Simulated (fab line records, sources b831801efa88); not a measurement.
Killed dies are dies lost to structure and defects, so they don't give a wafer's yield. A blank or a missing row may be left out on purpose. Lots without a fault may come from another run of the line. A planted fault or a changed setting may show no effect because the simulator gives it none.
Problem report in the 8D (eight disciplines) form, filled by code | flow gf180mcu | the parts of the form that need people (team, actions taken, sign-off) are left out

1. THE PROBLEM
CONTACT_W_RS at GF_CONTACT_RS_MEAS_25 reads a mean of 0.470 ohm/sq on 3 wafers of 2 lots; wafers without a fault read 0.386 ohm/sq with a standard deviation of 0.0036. That is +23 standard deviations from the usual mean.
The step: measures by four-point-probe.
First seen on wafer L781.3, day 20 03:52, on film_metro-02. The record holds 36 wafers of 12 lots with a number at this step. Rule for "out", or "out of limits": more than 4 standard deviations from the usual mean. The other wafers with a number count as sound.

2. WHAT IT IS AND WHAT IT IS NOT
question                    | is                     | is not
which readings at this step | CONTACT_W_RS           | -
which lots                  | L781, L782             | L771, L772, L774, L777, L778, L779, L780, L791, L792, L793
which wafers of those lots  | L781.3, L781.5, L782.4 | L781.1, L782.1, L782.3
read on which gauges        | film_metro-02          | film_metro-03, film_metro-04
when                        | from day 20 03:52      | up to then (22 sound wafers); but 11 sound wafers of L782, L791, L792, L793 came after

3. SUSPECTS, AND WHAT RULES EACH OUT
Counting: a tool at a process step up to the reading stays a suspect if it ran every lot that is out. Sound lots after the first of them don't rule it out here, since some wafers of a struck lot are sound.
- the gauge at GF_CONTACT_RS_MEAS_25: ruled out. All the wafers that are out were read on film_metro-02, but those of them that GF_CONTACT_CVD_24 has rows for are out there too, on other tools.
- cvd_w-02 at GF_CONTACT_CVD_24 (deposits W, target thk 300 nm, time 90.339 s): kept. It ran every lot that is out, first L781 (day 20 03:46); its last sound lot up to then is L780 (day 19 22:52). Its own readings are out on those wafers: susceptor_temp_C.
- Within cvd_w-02 at GF_CONTACT_CVD_24: the wafers that are out ran in chamber 0; their sound lot-mates ran in chamber 1.
Left after counting: cvd_w-02 at GF_CONTACT_CVD_24.

4. THE CAUSE (what the simulator had put in)
Process parameter drift: cvd_w-02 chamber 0, from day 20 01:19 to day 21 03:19, at GF_CONTACT_CVD_24. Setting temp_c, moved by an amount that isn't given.
Counting left only this tool.

5. THE CHAIN OF EFFECTS, in route order
Each row: a reading whose mean over the struck wafers that have a number lies more than 3 standard deviations from the usual. Only readings for which the record gives a usual standard deviation are gone through. hours: the time from each lot's start at the first step in this table that gives one to its start at this step, as a median over the lots. sigmas: the change in usual standard deviations.
hours | step                   | reading            | usual        | on struck wafers | change | sigmas
0     | GF_CONTACT_CVD_24      | susceptor_temp_C   | 399.98 C     | 389.49           | -10.49 | -44
0     | GF_CONTACT_RS_MEAS_25  | CONTACT_W_RS       | 0.386 ohm/sq | 0.470            | +0.084 | +23
0     | GF_CONTACT_THK_MEAS_26 | CONTACT_W_THK      | 290.4 nm     | 238.3            | -52.1  | -18
0     | GF_CONTACT_CMP_27      | time_to_endpoint_s | 73 s         | 61               | -12    | -3.2
The process steps in it:
- GF_CONTACT_CVD_24: deposits W, target thk 300 nm, time 90.339 s.
- GF_CONTACT_CMP_27: polishes, stops on SiO2, t overpolish 15 s, target thk 0 nm.
Later measuring or inspecting steps at which every struck wafer that the step has a row for has a number for every such reading, and none has moved that far: GF_M4_OVL_MEAS_15.

6. WHAT WOULD HAVE CAUGHT IT SOONER
In this record the first reading out of limits at a measuring or inspecting step was taken at day 20 03:52, 3 hours after the fault began at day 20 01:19.
The tool's own readings at GF_CONTACT_CVD_24 were out on every struck wafer that the step has a row for (susceptor_temp_C): an alarm limit on them would have fired on the first of those.
Of the lots that are out (2), L782 began GF_CONTACT_CVD_24 on cvd_w-02 after day 20 03:52. A hold on the tool at that time would have spared it.
